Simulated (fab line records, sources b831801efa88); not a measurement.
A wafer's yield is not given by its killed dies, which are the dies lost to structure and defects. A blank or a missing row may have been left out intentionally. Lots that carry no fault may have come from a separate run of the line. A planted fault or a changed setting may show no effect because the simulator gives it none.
Which tool is to blame? ; flow sfqLine ; 48 wafers from 16 lots sampled at 3 of the route's 325 steps

## WHAT THE GAUGES SHOWED, per wafer
SFQ_L0_RS_MEAS_901: the measuring method here is four-point-probe.
lot;measured;on;L0_MONX_KI_RS (ohm/sq)
L941;day 1 12:35;filmMetro-02;44.1 43.7 44.3
L943;day 1 22:34;filmMetro-04;44.1 43.7 44.0
L950;day 3 09:34;filmMetro-02;44.5 43.9 44.3
L951;day 3 14:36;filmMetro-02;44.1 43.8 44.0
L952;day 3 19:35;filmMetro-02;44.0 43.7 43.7
L953;day 4 00:34;filmMetro-01;43.0 44.0 43.4
L954;day 4 05:34;filmMetro-04;43.7 44.1 44.0
L956;day 4 15:34;filmMetro-01;43.6 43.8 43.7
L957;day 4 20:34;filmMetro-01;43.5 45.9 45.8
L958;day 5 01:35;filmMetro-04;43.7 44.0 44.7
L959;day 5 06:34;filmMetro-04;42.7 43.4 42.7
L960;day 5 11:34;filmMetro-02;44.2 46.4 44.0
L961;day 5 16:35;filmMetro-02;42.9 43.4 43.2
L962;day 5 21:35;filmMetro-02;43.8 46.0 43.2
L963;day 6 02:36;filmMetro-04;44.0 43.9 46.1
L964;day 6 07:34;filmMetro-02;44.0 43.5 43.8

SFQ_L0_THK_MEAS_902: measures by xrf.
lot;measured;on;L0_MONX_KI_THK (nm)
L941;day 1 12:41;filmMetro-02;39.3 39.6 39.1
L943;day 1 22:41;filmMetro-04;38.9 39.3 39.2
L950;day 3 09:41;filmMetro-02;38.4 39.3 38.9
L951;day 3 14:42;filmMetro-02;38.9 39.3 39.5
L952;day 3 19:41;filmMetro-02;39.2 39.7 39.6
L953;day 4 00:41;filmMetro-01;40.3 38.9 39.5
L954;day 4 05:41;filmMetro-04;39.2 39.1 39.4
L956;day 4 15:41;filmMetro-01;39.2 39.2 38.9
L957;day 4 20:41;filmMetro-01;39.3 37.4 37.3
L958;day 5 01:41;filmMetro-04;39.1 38.9 38.5
L959;day 5 06:41;filmMetro-04;40.2 39.6 40.1
L960;day 5 11:41;filmMetro-02;38.9 37.1 39.0
L961;day 5 16:41;filmMetro-02;40.3 39.7 39.8
L962;day 5 21:41;filmMetro-02;39.2 37.5 39.8
L963;day 6 02:42;filmMetro-04;38.9 39.3 37.3
L964;day 6 07:41;filmMetro-02;38.9 39.4 39.3

## WHAT TOOL EACH LOT RAN ON (gives the tool, then ch and the chambers of the sampled wafers, and finally the start)
lot;SFQ_TRILAYER_L0_DEP_SPUTTER_003
L941;pvdSputter-05, day 1 12:29
L943;pvdSputter-05, day 1 22:29
L950;pvdSputter-03, day 3 09:29
L951;pvdSputter-05, day 3 14:29
L952;pvdSputter-05, day 3 19:29
L953;pvdSputter-06, day 4 00:29
L954;pvdSputter-05, day 4 05:29
L956;pvdSputter-05, day 4 15:29
L957;pvdSputter-05, day 4 20:29
L958;pvdSputter-03, day 5 01:29
L959;pvdSputter-06, day 5 06:29
L960;pvdSputter-05, day 5 11:29
L961;pvdSputter-03, day 5 16:29
L962;pvdSputter-05, day 5 21:29
L963;pvdSputter-05, day 6 02:29
L964;pvdSputter-06, day 6 07:29
- SFQ_TRILAYER_L0_DEP_SPUTTER_003: material MoNx KI, target thk 40 nm, time 100 s.

## WHAT THE TOOLS THEMSELVES READ (means of the sampled wafers that have a number; where no wafer has one, the mark that the record gives instead)
SFQ_TRILAYER_L0_DEP_SPUTTER_003.
lot;tool;basePressurePa (Pa);throttleValvePct (%)
L941;pvdSputter-05;1.26e-06;29.3
L943;pvdSputter-05;1.49e-06;29.1
L950;pvdSputter-03;1.29e-06;30.6
L951;pvdSputter-05;1.33e-06;29.3
L952;pvdSputter-05;1.38e-06;28.7
L953;pvdSputter-06;1.31e-06;30.2
L954;pvdSputter-05;1.30e-06;28.8
L956;pvdSputter-05;1.28e-06;29.8
L957;pvdSputter-05;1.23e-06;30.2
L958;pvdSputter-03;1.34e-06;29.9
L959;pvdSputter-06;1.31e-06;30.4
L960;pvdSputter-05;1.34e-06;29.4
L961;pvdSputter-03;1.30e-06;29.8
L962;pvdSputter-05;1.35e-06;30.4
L963;pvdSputter-05;1.33e-06;29.4
L964;pvdSputter-06;1.43e-06;29.4

## THE ANSWER, worked out from the rows above alone
Rule: the usual values come from the lots themselves. Put in order of their means at a reading, lots are off if they are a third of the lots or fewer, leave a main group of 4 or more, and stand apart from it by a gap of 3 or more times the standard deviation of the main group's means; of several such gaps the widest counts. If all means in a main group match to the digits the tables above print for the reading, that group is not used. Also off: a lot with no number at a reading for which 4 or more lots have one. The other lots that the step has rows for count as sound. First the gauges in route order, then the tools' own readings, where a lot's mean is used as printed above. At the first step where some lot is off, the reading lying furthest off is the one used; lots without a number count as furthest.
No lot is off at any reading shown: from this, nothing can be told.

## WHAT THE SIMULATOR HAD INSERTED
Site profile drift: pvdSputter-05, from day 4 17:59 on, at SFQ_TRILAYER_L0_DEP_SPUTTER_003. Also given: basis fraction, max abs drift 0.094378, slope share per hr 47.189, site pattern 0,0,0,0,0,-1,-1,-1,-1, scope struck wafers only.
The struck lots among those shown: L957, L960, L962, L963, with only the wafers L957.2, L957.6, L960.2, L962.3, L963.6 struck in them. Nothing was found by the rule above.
